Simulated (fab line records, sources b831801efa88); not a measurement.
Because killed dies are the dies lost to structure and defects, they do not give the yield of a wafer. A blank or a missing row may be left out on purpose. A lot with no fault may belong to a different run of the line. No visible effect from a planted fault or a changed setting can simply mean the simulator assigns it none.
fab line records	flow gf180mcu
record: lots: 13	wafers: 39	last_day: 34
route steps=602 shown HV_LDD@195 NSD@246 PSD@252
lots with no fault: from the same line, run without faults
start_h: start of the lot's first displayed wafer, in hours after the record's first day	wait_h: time in hours since the lot's previous step	" repeats the value in the row above	L1.1+2: one row covering several wafers at once	- value missing, or start not given	* or withheld: withheld	< > ~ a bound
route shown NAME@n: a module of which the file shows steps, and the number in the route of the first	usual: average and standard deviation across the fault-free wafers	same: alike in all rows	chamber/n: place in a boat	sites: the reading at each site	_std_site: how widely they spread, as a standard deviation	_edge_site: the outer-site mean with the inner-site mean subtracted	radius_mm: for every site, how far away it sits from the centre of the wafer	mask NAME#n: copy n	behind: the last tool/chamber to shape the wafer	hold: why the lot went on hold/how many hours it stayed there/how the hold came to an end	device: transistor that didn't switch, given as n, p or np	end of line: tests run on the same wafers once the route is complete	a step given without rows: its recipe and nothing more	killed: at the first sort, the dies lost to defects and structure; wafer yield is something else	map: the dies of a wafer, with x for killed, . for not killed, _ for no die there
set.NAME: setting as actually run; set.NAME@STEP: the setting as run at that earlier step	model.NAME: the simulator's own value behind a step, which no gauge read
steps of the route over a sample of lots; a table a step, a row a wafer
services: the hour from which a tool's chamber was out of use, counted from the record's first day as start_h (under 0 if before that day), plus the number of hours and why
== steps ==
step: GF_HV_LDD_CD_MEAS_19
recipe: target_cd_nm: 400
usual: cd_nm: 400.3/2
lot.wafer	tool	chamber	start_h	wait_h	cd_nm
L452.2	cd_sem-01	-	235.65	0.1	397.9
L452.3	"	-	"	"	396.7
L452.6	"	-	"	"	396.4
L453.1	cd_sem-02	-	243.53	0.1	402.1
L453.3	"	-	"	"	401.5
L453.6	"	-	"	"	402.5
L454.4	cd_sem-02	-	248.14	0.1	404.7
L454.5	"	-	"	"	403.0
L454.6	"	-	"	"	402.8
L455.4	cd_sem-01	-	256.84	0.1	398.7
L455.5	"	-	"	"	400.0
L455.6	"	-	"	"	401.1
L456.1	cd_sem-01	-	265.75	0.1	399.9
L456.2	"	-	"	"	399.3
L456.4	"	-	"	"	398.6
L462.1	cd_sem-02	-	312.40	0.1	401.4
L462.4	"	-	"	"	401.4
L462.5	"	-	"	"	397.8
L463.2	cd_sem-01	-	318.35	0.1	401.7
L463.3	"	-	"	"	399.2
L463.4	"	-	"	"	398.9
L466.1	cd_sem-01	-	338.61	0.1	398.9
L466.3	"	-	"	"	399.6
L466.6	"	-	"	"	400.5
L467.1	cd_sem-02	-	351.38	0.1	400.8
L467.2	"	-	"	"	401.0
L467.6	"	-	"	"	403.3
L468.4	cd_sem-01	-	358.93	0.1	400.4
L468.5	"	-	"	"	402.1
L468.6	"	-	"	"	399.7
L470.1	cd_sem-02	-	370.92	0.1	398.4
L470.4	"	-	"	"	400.6
L470.6	"	-	"	"	399.5
L471.1	cd_sem-02	-	383.40	0.1	399.0
L471.5	"	-	"	"	401.8
L471.6	"	-	"	"	399.3
L475.2	cd_sem-01	-	410.61	0.1	399.0
L475.3	"	-	"	"	401.9
L475.4	"	-	"	"	402.6
step: GF_HV_LDD_ETCHBACK_58
recipe: chemistry: CH3F/O2	target: Si3N4	stop_on: SiO2	source_w: 400	bias_w: 80	pressure_mtorr: 25	ch3f_flow_sccm: 40	O2_flow_sccm: 30	time_s: 100	target_depth_a: 900
usual: chamber_pressure_mTorr: 25.003/0.023	drypump_motor_current_A: 5.5/0.45	oes_product_au: 0.841/0.0058	throttle_valve_pct: 10.563/0.0089
lot.wafer	tool	chamber	start_h	wait_h	chamber_pressure_mTorr	drypump_motor_current_A	oes_product_au	rf_hours_counter_h	throttle_valve_pct
L452.2	rie_diel-01	2	276.97	0.0	25.026	5.0	0.837	71	10.557
L452.3	"	1	"	"	24.999	5.4	0.838	87	10.555
L452.6	"	3	"	"	25.052	5.6	0.848	-	10.559
L453.1	rie_diel-01	2	286.54	0.1	24.995	5.0	0.848	71	10.556
L453.3	"	1	"	"	25.021	5.4	0.845	87	10.560
L453.6	"	3	"	"	25.002	5.6	0.847	-	10.562
L454.4	rie_diel-01	1	291.07	0.0	24.975	5.4	0.846	87	10.557
L454.5	"	3	"	"	24.997	5.6	0.836	-	10.569
L454.6	"	2	"	"	24.976	5.0	0.847	-	10.563
L455.4	rie_diel-04	1	300.43	0.0	24.999	5.7	0.850	68	10.561
L455.5	"	3	"	"	24.982	6.2	0.845	-	10.553
L455.6	"	2	"	"	25.023	6.4	0.848	-	10.575
L456.1	rie_diel-03	3	309.52	0.1	24.963	5.2	0.839	84	10.575
L456.2	"	1	"	"	25.007	5.4	0.840	106	10.573
L456.4	"	0	"	"	24.978	5.5	0.845	-	10.580
L462.1	rie_diel-03	0	360.14	0.1	25.009	5.5	0.834	12	10.565
L462.4	"	2	"	"	24.992	4.9	0.840	1	10.561
L462.5	"	2	"	"	25.000	4.9	0.840	-	10.568
L463.2	rie_diel-03	1	366.38	0.0	25.009	5.4	0.835	107	10.563
L463.3	"	0	"	"	25.058	5.5	0.841	12	10.557
L463.4	"	2	"	"	24.992	4.9	0.832	1	10.577
L466.1	rie_diel-03	1	388.98	0.1	25.004	5.4	0.853	108	10.561
L466.3	"	0	"	"	25.027	5.4	0.841	13	10.570
L466.6	"	0	"	"	24.989	5.5	0.857	-	10.563
L467.1	rie_diel-04	3	403.13	0.1	24.982	6.2	0.840	47	10.574
L467.2	"	0	"	"	25.071	5.1	0.844	13	10.554
L467.6	"	0	"	"	25.007	5.1	0.842	-	10.539
L468.4	rie_diel-01	1	411.51	0.0	25.007	5.4	0.840	91	10.577
L468.5	"	1	"	"	25.008	5.4	0.843	-	10.565
L468.6	"	0	"	"	25.019	5.7	0.843	-	10.561
L470.1	rie_diel-04	1	422.42	0.1	24.990	5.6	0.845	72	10.573
L470.4	"	0	"	"	25.015	5.1	0.832	14	10.556
L470.6	"	2	"	"	25.030	6.5	0.838	-	10.561
L471.1	rie_diel-04	3	436.11	0.1	24.987	6.2	0.843	48	10.568
L471.5	"	0	"	"	25.018	5.1	0.847	-	10.561
L471.6	"	3	"	"	24.970	6.3	0.839	-	10.569
L475.2	rie_diel-04	3	462.87	0.0	24.972	6.2	0.825	49	10.558
L475.3	"	0	"	"	24.991	5.1	0.843	15	10.564
L475.4	"	2	"	"	25.001	6.4	0.839	94	10.562
step: GF_NSD_STRIP_11
recipe: chemistry: O2/N2	power_w: 1400	pressure_mtorr: 1500	platen_temp_c: 250	o2_flow_sccm: 3000	n2_flow_sccm: 300	overash_fraction: 0.5
usual: chamber_pressure_mTorr: 1500.0/1.2	drypump_motor_current_A: 5.9/0.77	heater_power_w: 341/20	oes_product_au: 0.487/0.0046	strip_time_to_endpoint_s: 22.95/0.033
lot.wafer	tool	chamber	start_h	wait_h	chamber_pressure_mTorr	drypump_motor_current_A	heater_power_w	oes_product_au	rf_hours_counter_h	strip_time_to_endpoint_s
L452.2	plasma_asher-02	1	297.51	0.1	1499.3	6.2	359	0.491	65	22.99
L452.3	"	1	"	"	1500.9	6.2	361	0.491	-	22.92
L452.6	"	0	"	"	1498.9	5.6	316	0.492	-	22.92
L453.1	plasma_asher-02	1	307.16	0.1	1501.1	6.2	366	0.488	66	22.98
L453.3	"	1	"	"	1500.4	6.2	366	0.487	-	22.97
L453.6	"	1	"	"	1501.3	6.3	342	0.476	-	23.01
L454.4	plasma_asher-02	0	312.40	0.1	1498.6	5.6	317	0.487	-	22.95
L454.5	"	1	"	"	1500.5	6.2	349	0.491	-	23.00
L454.6	"	0	"	"	1499.1	5.6	323	0.483	-	22.98
L455.4	plasma_asher-04	1	321.40	0.1	1499.8	4.7	356	0.490	-	22.92
L455.5	"	1	"	"	1501.2	4.7	359	0.489	-	22.93
L455.6	"	0	"	"	1498.7	6.7	323	0.488	-	22.90
L456.1	plasma_asher-04	1	330.88	0.1	1500.2	4.8	365	0.490	18	22.94
L456.2	"	0	"	"	1499.2	6.7	326	0.485	18	22.94
L456.4	"	0	"	"	1501.7	6.7	328	0.491	-	22.89
L462.1	plasma_asher-04	0	383.61	0.1	1501.3	6.7	329	0.492	24	22.95
L462.4	"	1	"	"	1499.0	4.8	353	0.488	-	22.99
L462.5	"	0	"	"	1496.8	6.7	321	0.479	-	22.92
L463.2	plasma_asher-04	1	389.51	0.1	1500.7	4.7	367	0.484	25	22.93
L463.3	"	1	"	"	1501.2	4.7	364	0.485	-	22.93
L463.4	"	0	"	"	1500.0	6.7	327	0.488	-	22.95
L466.1	plasma_asher-04	0	412.86	0.1	1498.7	6.7	335	0.486	30	22.95
L466.3	"	1	"	"	1498.7	4.7	361	0.487	-	22.95
L466.6	"	1	"	"	1500.4	4.7	361	0.490	-	22.97
L467.1	plasma_asher-04	0	426.71	0.1	1498.7	6.7	333	0.479	32	22.98
L467.2	"	1	"	"	1499.2	4.7	352	0.493	32	22.92
L467.6	"	0	"	"	1500.7	6.7	323	0.488	-	22.95
L468.4	plasma_asher-04	0	435.91	0.1	1500.0	6.7	331	0.485	-	22.91
L468.5	"	1	"	"	1499.2	4.7	362	0.484	-	22.90
L468.6	"	0	"	"	1500.3	6.7	328	0.488	-	22.96
L470.1	plasma_asher-02	1	446.46	0.1	1502.4	6.2	347	0.485	2	23.00
L470.4	"	1	"	"	1500.3	6.2	362	0.489	-	22.96
L470.6	"	1	"	"	1502.5	6.2	356	0.479	-	23.00
L471.1	plasma_asher-04	1	461.26	0.1	1501.6	4.7	363	0.479	36	22.91
L471.5	"	0	"	"	1500.8	6.7	329	0.484	-	22.93
L471.6	"	1	"	"	1497.6	4.7	365	0.494	-	22.90
L475.2	plasma_asher-02	1	487.38	0.1	1501.0	6.2	358	0.494	6	22.99
L475.3	"	1	"	"	1500.5	6.2	355	0.493	-	22.99
L475.4	"	0	"	"	1500.0	5.6	324	0.488	-	22.95
step: GF_PSD_EXPOSE_04
recipe: mask_id: Pplus	target_cd_nm: 400	na: 0.6	source_shape: conventional	sigma_outer: 0.6	dose_mj: 140
lot.wafer	tool	chamber	start_h	wait_h	mask
L452.2+3+6	iline_stepper-01	0	307.62	-	Pplus#0
L453.1+3+6	iline_stepper-01	0	318.03	-	Pplus#0
L454.4+5+6	iline_stepper-01	0	322.30	-	Pplus#0
L455.4+5+6	iline_stepper-01	0	332.13	-	Pplus#0
L456.1+2+4	iline_stepper-02	0	342.15	-	Pplus#0
L462.1+4+5	iline_stepper-01	0	395.23	-	Pplus#0
L463.2+3+4	iline_stepper-01	0	401.46	-	Pplus#0
L466.1+3+6	iline_stepper-02	0	425.39	-	Pplus#0
L467.1+2+6	iline_stepper-02	0	438.29	-	Pplus#0
L468.4+5+6	iline_stepper-02	0	448.08	-	Pplus#0
L470.1+4+6	iline_stepper-02	0	458.72	-	Pplus#0
L471.1+5+6	iline_stepper-02	0	473.07	-	Pplus#0
L475.2+3+4	iline_stepper-02	0	499.19	-	Pplus#0
step: GF_PSD_OVL_MEAS_08
usual: PSD_OVL: 0.6/1.3
lot.wafer	tool	chamber	start_h	wait_h	PSD_OVL[nm]
L452.2	overlay-02	-	318.28	0.1	2.8
L452.3	"	-	"	"	1.6
L452.6	"	-	"	"	1.4
L453.1	overlay-01	-	328.37	0.1	1.7
L453.3	"	-	"	"	0.5
L453.6	"	-	"	"	1.6
L454.4	overlay-01	-	333.28	0.1	-1.5
L454.5	"	-	"	"	1.3
L454.6	"	-	"	"	1.2
L455.4	overlay-02	-	343.09	0.1	2.7
L455.5	"	-	"	"	2.2
L455.6	"	-	"	"	0.3
L456.1	overlay-02	-	353.42	0.1	3.5
L456.2	"	-	"	"	1.7
L456.4	"	-	"	"	2.5
L462.1	overlay-01	-	406.96	0.1	-92.9
L462.4	"	-	"	"	-92.4
L462.5	"	-	"	"	-92.5
L463.2	overlay-01	-	412.68	0.1	-94.3
L463.3	"	-	"	"	-94.2
L463.4	"	-	"	"	-94.0
L466.1	overlay-01	-	437.44	0.1	0.9
L466.3	"	-	"	"	1.4
L466.6	"	-	"	"	0.0
L467.1	overlay-02	-	450.49	0.1	-1.4
L467.2	"	-	"	"	-1.4
L467.6	"	-	"	"	-1.0
L468.4	overlay-02	-	460.04	0.1	1.8
L468.5	"	-	"	"	3.2
L468.6	"	-	"	"	1.9
L470.1	overlay-02	-	470.82	0.1	-1.2
L470.4	"	-	"	"	-1.4
L470.6	"	-	"	"	0.8
L471.1	overlay-01	-	485.06	0.1	-0.8
L471.5	"	-	"	"	1.0
L471.6	"	-	"	"	0.1
L475.2	overlay-02	-	511.17	0.1	-0.8
L475.3	"	-	"	"	-2.7
L475.4	"	-	"	"	-1.1
== services ==
tool	chamber	start_h	hours	kind
plasma_asher-04	-	263.11	3.0	repair
plasma_asher-04	-	265.02	10.6	repair
rie_diel-01	1	297.95	1.2	repair
plasma_asher-02	-	304.11	3.0	repair
rie_diel-03	-	317.30	0.3	repair
rie_diel-01	1	320.82	4.2	repair
rie_diel-04	0	326.34	7.5	repair
plasma_asher-02	-	328.35	5.4	repair
rie_diel-01	2	332.85	2.3	repair
plasma_asher-04	-	341.70	2.8	pm
iline_stepper-02	-	343.36	1.7	pm
iline_stepper-01	-	348.12	4.4	pm
iline_stepper-01	-	352.56	1.7	pm
rie_diel-01	0	356.27	4.6	repair
rie_diel-01	0	374.30	4.4	repair
rie_diel-03	-	391.09	0.6	repair
rie_diel-04	2	392.22	16.2	repair
rie_diel-01	3	394.93	1.3	repair
rie_diel-03	3	401.20	10.3	repair
rie_diel-04	3	413.00	6.0	repair
plasma_asher-02	-	421.25	9.0	pm
rie_diel-04	3	466.71	12.3	repair
rie_diel-04	1	478.42	8.0	repair
iline_stepper-02	-	488.18	10.6	repair
== key ==
first_sign: step: GF_PSD_OVL_MEAS_08	reading: PSD_OVL	direction: down	sigmas: 73	usual: 0.6	struck: -93.4
effect none on later readings
met_at GF_PSD_EXPOSE_04
struck_lots L462,L463
tester_left_out L462,L463
not_acting_at GF_HV_LDD_CD_MEAS_19,GF_HV_LDD_ETCHBACK_58,GF_NSD_STRIP_11
onset_between 332.13 395.23
fault: kind: scanner_matching_overlay	tool: iline_stepper-01	chamber: -	onset_h: 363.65	steps: GF_PSD_EXPOSE_04	offset: -93.721
tester_left_out: of these lots the tester's yield and bins aren't shown, on N5 and GAA mostly nor the transistor test; their killed dies are dies lost to structure and defects alone, not to doping, threshold or leakage, so they don't give the yield
